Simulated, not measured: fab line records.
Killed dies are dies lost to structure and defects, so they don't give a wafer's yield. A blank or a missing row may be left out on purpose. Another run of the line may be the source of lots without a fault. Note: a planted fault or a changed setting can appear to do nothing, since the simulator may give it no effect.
The tool behind it: which one?    flow gf180mcu    11 lots (33 wafers sampled), 1 step of a 602-step route

== WHAT THE GAUGES READ, wafer by wafer ==
GF_V3_RS_MEAS_24: a four-point-probe measurement. Usual: V3_W_RS typically reads 0.329 ohm/sq, with standard deviation 0.0043.
lot   measured      on             V3_W_RS (ohm/sq)   flag
L674  day 22 19:07  film-metro-01  0.329 0.316 0.331  
L677  day 23 10:28  film-metro-01  0.330 0.330 0.333  
L679  day 24 09:17  film-metro-04  0.330 0.328 0.329  
L680  day 24 17:41  film-metro-03  0.328 0.329 0.331  
L681  day 24 18:37  film-metro-01  0.324 0.332 0.332  
L686  day 26 11:34  film-metro-03  0.328 0.333 0.331  
L687  day 27 02:34  film-metro-03  0.334 0.326 0.327  
L693  day 28 20:27  film-metro-04  0.325 0.331 0.328  
L694  day 29 02:32  film-metro-03  0.329 0.330 0.327  
L696  day 29 18:02  film-metro-03  0.334 0.331 0.333  
L697  day 29 19:06  film-metro-04  0.338 0.341 0.336  

== TOOL THAT RAN EACH LOT (tool first, then ch and the chambers of the sampled wafers, then the start) ==
Before these readings, the record contains no process step.

== WHAT THE TOOLS THEMSELVES READ (means of the sampled wafers that have a number; where no wafer has one, the mark that the record gives instead) ==
The record holds no such reading with a usual standard deviation.

== THE ANSWER, worked out from the rows above alone ==
Rule: a lot is off if the mean of its wafers that have a number lies more than 3 standard deviations from the usual mean. Also off: a lot with no number at a reading for which 4 or more lots have one. Any other lot the step has rows for is counted as sound. After the gauges, taken in route order, come the tools' own readings; for these a lot's mean is taken, as printed above. At the first step where some lot is off, the reading lying furthest off is the one used; lots without a number count as furthest.
Nothing can be told from this: no lot is off at any reading shown.

== WHAT HAD BEEN PUT IN BY THE SIMULATOR ==
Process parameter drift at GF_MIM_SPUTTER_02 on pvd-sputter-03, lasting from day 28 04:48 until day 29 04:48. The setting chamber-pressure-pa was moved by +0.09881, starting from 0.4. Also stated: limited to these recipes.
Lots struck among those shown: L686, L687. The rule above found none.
